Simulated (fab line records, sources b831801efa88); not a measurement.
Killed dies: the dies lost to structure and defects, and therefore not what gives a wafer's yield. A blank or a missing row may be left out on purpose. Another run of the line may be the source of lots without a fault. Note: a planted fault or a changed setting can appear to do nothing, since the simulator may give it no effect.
The tool behind it: which one? || flow sky130 || 12 lots with 36 wafers sampled at 5 steps, on a route of 708 steps

WHAT EACH GAUGE READ, for each wafer
SKY_VIA4_BOW_MEAS_03.
{"lot": "L075", "measured": "day 42 01:46", "on": "film metro-04", "VIA4_BOW (um)": "84 80 86"}
{"lot": "L076", "measured": "day 42 21:14", "on": "film metro-01", "VIA4_BOW (um)": "83 69 70"}
{"lot": "L079", "measured": "day 44 01:33", "on": "film metro-01", "VIA4_BOW (um)": "76 85 81"}
{"lot": "L081", "measured": "day 44 01:53", "on": "film metro-04", "VIA4_BOW (um)": "84 73 73"}
{"lot": "L083", "measured": "day 44 19:42", "on": "film metro-04", "VIA4_BOW (um)": "77 83 76"}
{"lot": "L085", "measured": "day 45 06:59", "on": "film metro-01", "VIA4_BOW (um)": "82 92 90"}
{"lot": "L086", "measured": "day 45 23:31", "on": "film metro-04", "VIA4_BOW (um)": "75 77 68"}
{"lot": "L090", "measured": "day 46 18:32", "on": "film metro-04", "VIA4_BOW (um)": "62 73 78"}
{"lot": "L091", "measured": "day 46 20:20", "on": "film metro-02", "VIA4_BOW (um)": "76 89 85"}
{"lot": "L092", "measured": "day 47 01:17", "on": "film metro-04", "VIA4_BOW (um)": "71 83 77"}
{"lot": "L096", "measured": "day 47 16:31", "on": "film metro-04", "VIA4_BOW (um)": "84 84 78"}
{"lot": "L097", "measured": "day 47 20:46", "on": "film metro-01", "VIA4_BOW (um)": "70 77 73"}

WHAT TOOL EACH LOT RAN ON (gives the tool, then ch and the chambers of the sampled wafers, and finally the start)
{"lot": "L075", "SKY_METAL1_DESCUM_17": "rie metal-04 ch 0,1, day 33 01:37", "SKY_VIA2_CMP_24": "cmp-02 ch 1,2, day 36 13:50", "SKY_METAL3_SPUTTER_04": "pvd sputter-01, day 36 14:11", "SKY_METAL4_SPUTTER_02": "pvd sputter-04, day 39 22:34"}
{"lot": "L076", "SKY_METAL1_DESCUM_17": "rie metal-03 ch 0,1, day 33 17:46", "SKY_VIA2_CMP_24": "cmp-02 ch 1,2,3, day 37 12:49", "SKY_METAL3_SPUTTER_04": "pvd sputter-03, day 37 13:08", "SKY_METAL4_SPUTTER_02": "pvd sputter-03, day 40 19:36"}
{"lot": "L079", "SKY_METAL1_DESCUM_17": "rie metal-03 ch 0,1, day 35 06:14", "SKY_VIA2_CMP_24": "cmp-01 ch 1,3, day 38 19:01", "SKY_METAL3_SPUTTER_04": "pvd sputter-01, day 38 19:26", "SKY_METAL4_SPUTTER_02": "pvd sputter-03, day 42 00:00"}
{"lot": "L081", "SKY_METAL1_DESCUM_17": "rie metal-03 ch 0,1, day 35 09:02", "SKY_VIA2_CMP_24": "cmp-01 ch 0,1,2, day 38 20:01", "SKY_METAL3_SPUTTER_04": "pvd sputter-02, day 38 20:22", "SKY_METAL4_SPUTTER_02": "pvd sputter-04, day 42 01:22"}
{"lot": "L083", "SKY_METAL1_DESCUM_17": "rie metal-01 ch 0, day 36 07:26", "SKY_VIA2_CMP_24": "cmp-02 ch 0,3, day 39 17:38", "SKY_METAL3_SPUTTER_04": "pvd sputter-01, day 39 17:59", "SKY_METAL4_SPUTTER_02": "pvd sputter-01, day 42 20:35"}
{"lot": "L085", "SKY_METAL1_DESCUM_17": "rie metal-03 ch 0,1, day 36 17:20", "SKY_VIA2_CMP_24": "cmp-01 ch 1,2, day 40 05:08", "SKY_METAL3_SPUTTER_04": "pvd sputter-01, day 40 05:33", "SKY_METAL4_SPUTTER_02": "pvd sputter-04, day 43 08:46"}
{"lot": "L086", "SKY_METAL1_DESCUM_17": "rie metal-03 ch 0,1, day 37 14:05", "SKY_VIA2_CMP_24": "cmp-02 ch 2,3, day 40 22:37", "SKY_METAL3_SPUTTER_04": "pvd sputter-03, day 40 23:01", "SKY_METAL4_SPUTTER_02": "pvd sputter-04, day 44 01:27"}
{"lot": "L090", "SKY_METAL1_DESCUM_17": "rie metal-01 ch 0,1, day 38 13:55", "SKY_VIA2_CMP_24": "cmp-01 ch 1,2,3, day 41 19:56", "SKY_METAL3_SPUTTER_04": "pvd sputter-02, day 41 20:21", "SKY_METAL4_SPUTTER_02": "pvd sputter-03, day 44 21:31"}
{"lot": "L091", "SKY_METAL1_DESCUM_17": "rie metal-03 ch 0,1, day 38 16:02", "SKY_VIA2_CMP_24": "cmp-01 ch 0,2, day 41 22:32", "SKY_METAL3_SPUTTER_04": "pvd sputter-03, day 41 22:53", "SKY_METAL4_SPUTTER_02": "pvd sputter-01, day 44 23:13"}
{"lot": "L092", "SKY_METAL1_DESCUM_17": "rie metal-01 ch 0,1, day 38 20:47", "SKY_VIA2_CMP_24": "cmp-02 ch 0,2, day 42 03:32", "SKY_METAL3_SPUTTER_04": "pvd sputter-01, day 42 03:54", "SKY_METAL4_SPUTTER_02": "pvd sputter-01, day 45 04:20"}
{"lot": "L096", "SKY_METAL1_DESCUM_17": "rie metal-01 ch 0,1, day 39 17:02", "SKY_VIA2_CMP_24": "cmp-01 ch 0,2,3, day 42 22:47", "SKY_METAL3_SPUTTER_04": "pvd sputter-03, day 42 23:05", "SKY_METAL4_SPUTTER_02": "pvd sputter-03, day 45 21:29"}
{"lot": "L097", "SKY_METAL1_DESCUM_17": "rie metal-04 ch 0,1, day 39 22:26", "SKY_VIA2_CMP_24": "cmp-02 ch 1,3, day 43 03:33", "SKY_METAL3_SPUTTER_04": "pvd sputter-02, day 43 03:57", "SKY_METAL4_SPUTTER_02": "pvd sputter-03, day 46 01:50"}
- SKY_METAL1_DESCUM_17: chemistry O2, time 8 s.
- SKY_VIA2_CMP_24: polishes, stops on SiO2, t overpolish 20 s, target thk 0 nm.
- SKY_METAL3_SPUTTER_04: material TiN, target thk 70 nm, time 58.3 s.
- SKY_METAL4_SPUTTER_02: material AlCu, target thk 735 nm, time 39.1 s.

THE ANSWER, worked out from the rows above alone
Rule: usual is defined by the lots themselves. Put in order of their means at a reading, lots are off if they are a third of the lots or fewer, leave a main group of 4 or more, and stand apart from it by a gap of 3 or more times the standard deviation of the main group's means; of several such gaps the widest counts. If all means in a main group match to the digits the tables above print for the reading, that group is not used. Also off: a lot with no number at a reading for which 4 or more lots have one. The other lots that the step has rows for count as sound.
No lot is off at any reading shown: from this, nothing can be told.

WHAT THE SIMULATOR HAD PUT IN
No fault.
